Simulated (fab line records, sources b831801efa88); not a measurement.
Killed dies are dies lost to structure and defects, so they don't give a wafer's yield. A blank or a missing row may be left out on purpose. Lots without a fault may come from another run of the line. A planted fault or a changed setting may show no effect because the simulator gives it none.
A struck lot beside a sound one | flow sky130 | 14 steps out of a route of 708
Sound: wafers L965.2, L965.3, L965.5. Struck: wafers L968.1, L968.5, L968.6. The cause comes at the end.
At each step with rows: each side's tool, then ch and its chambers, then its first start. Under that, the readings that differ: sound wafers | struck wafers | difference of the means | sigmas: that difference in standard deviations of wafers without a fault.
alike: readings whose means differ by less than 2 such deviations, and words and numbers that are the same on both sides. not compared: withheld readings, readings that some wafer has no value for, bounds like >300 that may hide the same value, and numbers for which the record gives no deviation and whose values overlap.
The two part at a step that has a row with sigmas, a row that says differs or no value, or rows on one side only. Numbers that don't overlap but have no deviation are shown without sigmas and don't part them. A reading that every wafer of one side lacks parts them only if that side has two wafers or more.

first, 2 steps without rows for these wafers: SKY_METAL3_CLEAN_22 (cleans in O3/DIW); SKY_VIA3_HDPCVD_00 (deposits SiO2, target thk 1635 nm, time 272.5 s).
SKY_VIA3_THK_MEAS_01:
  sound on film_metro-04, day 37 21:28; struck on film_metro-02, day 39 03:29
  alike: VIA3_HDPCVD_THK
SKY_VIA3_CMP_02: polishes SiO2.
  sound on cmp-01 ch 0,3, day 37 21:34; struck on cmp-01 ch 1,2,3, day 39 03:41
  alike: motor_current_A, platen_rpm
SKY_VIA3_BOW_MEAS_03:
  sound on film_metro-02, day 37 21:50; struck on film_metro-02, day 39 03:50
  alike: VIA3_BOW
then, 7 steps without rows for these wafers: SKY_VIA3_DEHYDRATE_04 (time 60 s); SKY_VIA3_HMDS_05 (prime time 60 s); SKY_VIA3_COAT_06 (resist thk 60 nm); SKY_VIA3_COAT_07 (resist thk 450 nm); SKY_VIA3_SOFTBAKE_08 (time 90 s); SKY_VIA3_EXPOSE_09 (exposes mask VIM3, target cd 200 nm); SKY_VIA3_PEB_10.
SKY_VIA3_DEVELOP_11: develop time 60 s.
  sound on litho_track-04 ch 0, day 38 22:00; struck on litho_track-02, day 40 03:00
  no value came back on the struck wafers for chill_plate_temp_C (C), develop_time_s (s); on the sound wafers chill_plate_temp_C (C) reads 23.04 23.09 23.04
  reading                                     | sound           | struck          | difference | sigmas
  model.KrF-thick_of_VIA3_COAT_07.thk_nm (nm) | 437 437.8 437.1 | 449 448.6 448.3 | +11        |
SKY_VIA3_CD_MEAS_12: target cd 200 nm.
  sound on cd_sem-01, day 38 22:11; struck on cd_sem-02, day 40 04:08
  reading    | sound             | struck | difference                    | sigmas
  cd_nm (nm) | 198.3 198.5 198.8 | - - -  | no value on the struck wafers |

WHERE THEY PART
First at SKY_VIA3_DEVELOP_11; last, within this record, at SKY_VIA3_CD_MEAS_12.

WHY: what the simulator had put in
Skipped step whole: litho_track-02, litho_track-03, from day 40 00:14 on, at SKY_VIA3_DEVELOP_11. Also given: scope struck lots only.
